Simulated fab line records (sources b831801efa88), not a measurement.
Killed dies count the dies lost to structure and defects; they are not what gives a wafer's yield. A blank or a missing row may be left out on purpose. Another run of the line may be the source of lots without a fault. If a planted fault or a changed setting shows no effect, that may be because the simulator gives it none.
Problem report in the 8D (eight disciplines) form, filled by code	flow gf180mcu	the parts of the form that need people (team, actions taken, sign-off) are left out

## 1. THE ISSUE
cd nm at GF_M5_CD_MEAS_07 reads a mean of 271.1 nm on 6 wafers of 2 lots; wafers without a fault read 279.7 nm with a standard deviation of 1.3. That puts it -6.6 standard deviations away from the usual mean.
The step: target cd 280 nm.
The first sign was on wafer L769.2 at day 29 18:20, on cd sem-02. The record holds 36 wafers of 12 lots with a number at this step. The rule behind "out" and "out of limits": a value lying over 4 standard deviations away from the usual mean. The other wafers with a number count as sound.

## 2. WHAT IT IS, AND WHAT IT ISN'T
question	is	is not
which readings at this step	cd nm	-
which lots	L769, L770	L759, L760, L761, L762, L765, L773, L774, L777, L779, L781
which wafers of those lots	all that have a number	-
read on which gauges	cd sem-01, cd sem-02	-
when	from day 29 18:20	up to then (15 sound wafers); but 15 sound wafers of L773, L774, L777, L779, L781 came after

## 3. SUSPECTS, AND WHAT RULES EACH OUT
Counting: a tool at any process step up to the reading remains a suspect when it ran all the lots that are out and ran no sound lot after the first of those.
- the gauge at GF_M5_CD_MEAS_07 is ruled out. The wafers that are out were read on 2 gauges (cd sem-01, cd sem-02).
- pvd sputter-01 at GF_M4_SPUTTER_01 (material TiN, target thk 30 nm, time 25 s): kept. Every lot that is out went through it, starting with L769 (day 26 07:47), and after that it ran no sound lot; the last sound lot it ran before then is L765 (day 24 14:21).
- krf scanner-02 at GF_M5_EXPOSE_04 (exposes mask Metal5, target cd 280 nm): kept. Every lot that is out went through it, starting with L769 (day 29 08:41), and after that it ran no sound lot; the last sound lot it ran before then is L765 (day 27 19:47). Out on those wafers are its own readings of exposure dose mJ cm2.
Remaining after the count are pvd sputter-01 at GF_M4_SPUTTER_01 and krf scanner-02 at GF_M5_EXPOSE_04.

## 4. THE CAUSE (what the simulator had put in)
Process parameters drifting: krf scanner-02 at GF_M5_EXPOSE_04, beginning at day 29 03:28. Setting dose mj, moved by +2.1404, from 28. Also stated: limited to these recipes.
This tool is one of the 2 suspects left after counting.

## 5. SEQUENCE OF EFFECTS, ordered by route
One row per reading whose mean, taken over the struck wafers that have a number, lies over 3 standard deviations from the usual. Scope: only readings with a usual standard deviation given in the record; hours: median across lots of the time from each lot's start at the first step in this table that gives one to its start at this step; sigmas: change in usual standard deviations.
hours	step	reading	usual	on struck wafers	change	sigmas
0	GF_M5_EXPOSE_04	exposure dose mJ cm2	28.005	29.933	+1.928	+69
9	GF_M5_CD_MEAS_07	cd nm	279.7 nm	271.1	-8.6	-6.6
It contains these process steps:
- GF_M5_EXPOSE_04: exposes mask Metal5, target cd 280 nm.
At these later measuring or inspecting steps, every struck wafer for which the step has a row has a number for every such reading, and none has moved that far: GF_M5_OVL_MEAS_08.

## 6. HOW IT WOULD HAVE BEEN CAUGHT EARLIER
15 hours passed between the start of the fault at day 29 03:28 and the first reading out of limits at a measuring or inspecting step in this record, taken at day 29 18:20.
At GF_M5_EXPOSE_04, the tool's own readings (exposure dose mJ cm2) were out on each struck wafer the step has a row for, so an alarm limit on them would have fired on the first such wafer.
L770, from the lots that are out (2), started GF_M5_EXPOSE_04 on krf scanner-02 later than day 29 18:20. Putting the tool on hold at that point would have spared it.
